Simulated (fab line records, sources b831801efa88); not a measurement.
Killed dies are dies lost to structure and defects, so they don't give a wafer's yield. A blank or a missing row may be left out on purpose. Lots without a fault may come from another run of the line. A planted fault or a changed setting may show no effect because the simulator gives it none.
One fault seen from 2 desks | flow gf180mcu | each desk has only its own numbers; what lay behind them comes last

THE METROLOGY DESK
What the gauges read, lot by lot, whatever tool the lot ran on: means of the sampled wafers that have a number. A lot is out of limits, marked OUT, if its mean lies more than 4 standard deviations from the usual mean; the brackets give that distance.
Columns: A = cd_nm at GF_STI_CD_MEAS_12, usual 219.8 nm; B = STI_OXIDATION_02_THK at GF_STI_THK_MEAS_30, usual 10.01 nm; C = LVPWELL_TW at GF_LVPWELL_TW_MEAS_11, usual 566
lot  | first seen here | A     | B               | C
L853 | day 2 01:22     | 218.5 | 10.09           | 568
L854 | day 2 06:38     | 219.2 | 9.68            | 558
L855 | day 2 15:14     | 220.0 | 10.37           | 559
L856 | day 2 18:04     | 221.7 | 10.14           | 560
L857 | day 2 23:22     | 220.1 | 8.19 (-9.6) OUT | 573
L858 | day 3 02:58     | 219.1 | 8.33 (-8.8) OUT | 569
L859 | day 3 07:44     | 219.4 | 8.06 (-10) OUT  | 569
L867 | day 5 01:16     | 220.2 | 9.93            | 566
L872 | day 6 03:05     | 218.7 | 10.22           | 567
L873 | day 6 08:44     | 220.3 | 10.27           | 565
L874 | day 6 14:25     | 218.9 | 9.82            | 554
L875 | day 6 18:45     | 219.3 | 10.02           | 568
This desk's finding: out of limits on L857, L858, L859; first on L857, day 3 04:24 (STI_OXIDATION_02_THK at GF_STI_THK_MEAS_30). In limits: L853, L854, L855, L856, L867, L872, L873, L874, L875.

THE TOOL OWNER'S DESK: furnace-01
The tool's own readings at GF_STI_OXIDATION_29 (stabilise 600 s, purge 300 s, target thk 10 nm): means of the sampled wafers that have a number, for each lot that ran on this tool. A lot is out of limits, marked OUT, if its mean lies more than 4 standard deviations from the usual mean; the brackets give that distance. Of its 9 readings 7 are shown: the one that was out of limits first, and those that lie furthest out on some lot.
Columns: A = spike_tc_bottom_C at GF_STI_OXIDATION_29, usual 921.2 C; B = spike_tc_centre_C at GF_STI_OXIDATION_29, usual 901.5 C; C = spike_tc_lower_C at GF_STI_OXIDATION_29, usual 901.3 C; D = spike_tc_top_C at GF_STI_OXIDATION_29, usual 912.8 C; E = spike_tc_upper_C at GF_STI_OXIDATION_29, usual 900.1 C; F = tube_center_temp_C at GF_STI_OXIDATION_29, usual 900 C; G = tube_center_temp_C_max at GF_STI_OXIDATION_29, usual 902.3
lot  | first seen here | A               | B               | C               | D               | E               | F                     | G
L853 | day 2 05:55     | 919.2           | 900.4           | 900.9           | 912.1           | 902.4           | 900                   | 902.0
L855 | day 2 19:19     | 920.7           | 902.2           | 900.4           | 911.1           | 901.4           | 900                   | 902.3
L856 | day 2 21:06     | 920.5           | 901.0           | 900.4           | 912.0           | 900.9           | 900                   | 902.3
L857 | day 3 03:00     | 901.7 (-15) OUT | 883.0 (-17) OUT | 882.5 (-17) OUT | 894.2 (-14) OUT | 882.5 (-13) OUT | 882 (-99 or more) OUT | 884.0 (-52) OUT
L858 | day 3 06:37     | 902.2 (-15) OUT | 882.0 (-18) OUT | 883.8 (-16) OUT | 893.4 (-15) OUT | 883.8 (-12) OUT | 882 (-99 or more) OUT | 884.2 (-52) OUT
L859 | day 3 11:30     | 902.9 (-14) OUT | 882.5 (-17) OUT | 883.6 (-16) OUT | 894.4 (-14) OUT | 882.5 (-13) OUT | 882 (-99 or more) OUT | 884.6 (-51) OUT
L872 | day 6 06:31     | 921.0           | 901.2           | 901.8           | 911.9           | 900.9           | 900                   | 902.3
L873 | day 6 11:59     | 920.3           | 901.9           | 900.6           | 911.5           | 900.7           | 900                   | 902.5
L874 | day 6 17:22     | 920.5           | 901.3           | 902.1           | 911.9           | 900.9           | 900                   | 902.5
This desk's finding: out of limits on L857, L858, L859; first on L857, day 3 03:00 (spike_tc_bottom_C at GF_STI_OXIDATION_29). In limits: L853, L855, L856, L872, L873, L874.

PUT TOGETHER
The tool owner's desk could have raised an alarm at day 3 03:00, on L857, L858, L859.
The metrology desk could have raised an alarm at day 3 04:24, on L857, L858, L859.
Of the lots named, all ran GF_STI_OXIDATION_29 on furnace-01.

WHAT THE SIMULATOR HAD PUT IN
Process parameter drift: furnace-01, from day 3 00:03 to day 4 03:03, at GF_STI_OXIDATION_29. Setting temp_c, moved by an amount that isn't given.
Lots struck among those shown: L857, L858, L859.
Hours from the fault's start to each desk's first reading out of limits: the tool owner's desk, 3; the metrology desk, 4.
